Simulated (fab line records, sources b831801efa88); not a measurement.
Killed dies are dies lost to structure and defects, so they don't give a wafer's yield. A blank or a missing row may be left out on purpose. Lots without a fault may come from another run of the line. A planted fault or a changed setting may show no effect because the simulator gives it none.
A struck lot beside a sound one | flow sky130 | 15 steps out of a route of 708
Sound: wafers L256.3, L256.5, L256.6. Struck: wafer L268.4. (L268.1, L268.3 of the same lot were not struck and are left out.) The cause comes at the end.
At each step with rows: each side's tool, then ch and its chambers, then its first start. Under that, the readings that differ: sound wafers | struck wafers | difference of the means | sigmas: that difference in standard deviations of wafers without a fault.
alike: readings whose means differ by less than 2 such deviations, and words and numbers that are the same on both sides. not compared: withheld readings, readings that some wafer has no value for, bounds like >300 that may hide the same value, and numbers for which the record gives no deviation and whose values overlap.
The two part at a step that has a row with sigmas, a row that says differs or no value, or rows on one side only. Numbers that don't overlap but have no deviation are shown without sigmas and don't part them. A reading that every wafer of one side lacks parts them only if that side has two wafers or more.

first, 8 steps without rows for these wafers: SKY_CONTACT_DEHYDRATE_06 (time 60 s); SKY_CONTACT_HMDS_07 (prime time 60 s); SKY_CONTACT_COAT_08 (resist thk 60 nm); SKY_CONTACT_COAT_09 (resist thk 450 nm); SKY_CONTACT_SOFTBAKE_10 (time 90 s); SKY_CONTACT_EXPOSE_11 (exposes mask CTM1, target cd 170 nm); SKY_CONTACT_PEB_12; SKY_CONTACT_DEVELOP_13 (develop time 60 s).
SKY_CONTACT_CD_MEAS_14: target cd 170 nm.
  sound on cd_sem-01, day 34 05:55; struck on cd_sem-01, day 38 01:14
  alike: cd_nm
SKY_CONTACT_OVL_MEAS_15:
  sound on overlay-01, day 34 06:01; struck on overlay-01, day 38 01:21
  alike: CONTACT_OVL
SKY_CONTACT_ETCH_16: etches BARC in N2/H2, stops on SiO2, time 45.9 s, target depth 60 nm.
  sound on rie_diel-03 ch 0,1,3, day 34 06:02; struck on rie_diel-03 ch 2, day 38 01:23
  reading                | sound                | struck | difference | sigmas
  throttle_valve_pct (%) | 13.223 13.222 13.224 | 13.242 | +0.019     | +2
  alike: bias_w, drypump_motor_current_A, oes_product_au
  not compared: rf_hours_counter_h
SKY_CONTACT_ETCH_17: etches SiO2 in C4F8/O2/Ar, stops on Si3N4, target depth 340 nm.
  sound on rie_diel-03 ch 0,1,3, day 34 06:05; struck on rie_diel-03 ch 2, day 38 01:25
  reading               | sound             | struck | difference | sigmas
  oes_product_au (a.u.) | 0.887 0.886 0.900 | 0.880  | -0.011     | -2
  alike: bias_w
SKY_CONTACT_ETCH_18: etches Si3N4 in CHF3/O2, stops on TiN, time 39 s, target depth 75 nm.
  sound on rie_diel-03 ch 0,1,3, day 34 06:00; struck on rie_diel-03 ch 2, day 38 01:00
  reading                                        | sound             | struck | difference | sigmas
  bias_w (W)                                     | 200.0 199.8 199.5 | 160.5  | -39.3      | -63
  model.KrF-thick_of_CONTACT_COAT_09.thk_nm (nm) | 247.8 245.9 247.4 | 249.4  | +2.4       |
  alike: drypump_motor_current_A, oes_product_au, throttle_valve_pct
  not compared: rf_hours_counter_h
SKY_CONTACT_STRIP_19: strips in O2/N2.
  sound on plasma_asher-02 ch 0,1, day 34 06:12; struck on plasma_asher-02 ch 1, day 38 01:31
  alike: drypump_motor_current_A, oes_product_au, strip_time_to_endpoint_s
  not compared: rf_hours_counter_h
SKY_PAD_OPEN_PROBE_99:
  the record has rows for the sound wafers here (prober-02, day 47 20:48) and none for the struck ones

WHERE THEY PART
First at SKY_CONTACT_ETCH_16; last, within this record, at SKY_PAD_OPEN_PROBE_99.

WHY: what the simulator had put in
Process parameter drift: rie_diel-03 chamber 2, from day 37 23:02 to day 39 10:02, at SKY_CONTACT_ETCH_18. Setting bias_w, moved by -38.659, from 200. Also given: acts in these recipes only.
